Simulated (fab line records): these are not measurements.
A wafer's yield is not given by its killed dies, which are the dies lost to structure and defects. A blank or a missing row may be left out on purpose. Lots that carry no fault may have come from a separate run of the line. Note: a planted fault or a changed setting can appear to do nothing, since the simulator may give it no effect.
One fault seen from 2 desks -- flow sky130 -- numbers are kept per desk, each desk with only its own; the story behind them comes last

== FOR THE TOOL OWNER'S DESK: lpcvd-01 ==
The tool's own readings at SKY_POLY_GATE_CVD_00 (deposits poly-Si, target thk 180 nm, time 720 s): means of the sampled wafers that have a number, for each lot that ran on this tool. A lot is out of limits, marked OUT, if its mean lies more than 4 standard deviations from the usual mean; the brackets give that distance.
Columns: A = spikeTcBottomC at SKY_POLY_GATE_CVD_00, usual 640.7 C; B = zonePowerCentrePct at SKY_POLY_GATE_CVD_00, usual 9.80 %
lot,first seen here,A,B
L295,day 15 00:17,641.0,9.88
L297,day 15 10:13,641.5,9.76
L298,day 15 11:44,641.0,9.79
L299,day 15 22:35,642.2,9.68
L300,day 16 08:34,641.5,9.71
L310,day 19 16:26,641.4,9.74
L311,day 19 20:28,638.6,10.03
L312,day 20 11:08,642.1,9.70
L313,day 20 14:52,641.5,9.82
L314,day 21 00:56,639.1,9.92
L315,day 21 08:11,640.4,9.83
L316,day 22 02:41,640.7,9.77
L317,day 22 05:59,641.9,9.75
L318,day 22 10:40,638.9,9.95
Finding of this desk: none of the 14 lots has anything out of limits.

== AT THE METROLOGY DESK ==
What the gauges read, lot by lot, whatever tool the lot ran on: means of the sampled wafers that have a number. A lot is out of limits, marked OUT, if its mean lies more than 4 standard deviations from the usual mean; the brackets give that distance.
Columns: A = cdNm at SKY_SONOS_ONO_CD_MEAS_13, usual 410.3 nm; B = POLY_GATE_CVD_00_THK at SKY_POLY_GATE_THK_MEAS_01, usual 180.5 nm; C = cdNm at SKY_SD_N_CD_MEAS_07, usual 381.2 nm; D = SD_N_OVL at SKY_SD_N_OVL_MEAS_08, usual 0.7 nm
lot,first seen here,A,B,C,D
L295,day 13 16:15,412.7,179.9,380.3,1.1
L297,day 14 02:07,406.9,181.2,379.5,0.8
L298,day 14 03:02,412.2,181.4,384.0,3.1
L299,day 14 14:21,411.5,258.5 (+56) OUT,381.2,-0.0
L300,day 14 23:20,407.7,260.0 (+57) OUT,373.9,-0.2
L310,day 18 04:46,407.5,182.3,380.3,0.6
L311,day 18 07:56,410.3,179.8,377.0,0.4
L312,day 18 20:55,411.8,181.3,383.3,1.2
L313,day 19 01:42,409.2,181.2,381.6,-0.3
L314,day 19 13:22,409.6,181.6,381.7,1.4
L315,day 19 21:03,408.9,180.6,384.6,1.8
L316,day 20 16:09,410.1,179.0,384.0,1.4
L317,day 20 18:49,412.2,180.5,378.3,2.4
L318,day 21 00:01,407.1,180.3,382.4,-1.2
This desk's finding: out of limits on L299, L300; first on L299, day 15 23:48 (POLY_GATE_CVD_00_THK at SKY_POLY_GATE_THK_MEAS_01). L295, L297, L298, L310, L311, L312, L313, L314, L315, L316, L317, L318: within limits.

== ALL TOGETHER ==
L299, L300 would have let the metrology desk raise an alarm at day 15 23:48.
Nothing out of limits was seen by the tool owner's desk.
On record at the tool owner's desk: L299, L300, within its limits.
Every lot named ran SKY_POLY_GATE_CVD_00 on lpcvd-01.

== WHAT WAS PUT IN BY THE SIMULATOR ==
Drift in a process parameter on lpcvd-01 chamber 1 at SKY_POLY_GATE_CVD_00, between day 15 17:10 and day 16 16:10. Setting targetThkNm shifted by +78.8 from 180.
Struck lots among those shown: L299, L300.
Per desk, hours elapsed from the start of the fault to the first reading out of limits: for the metrology desk, 7.
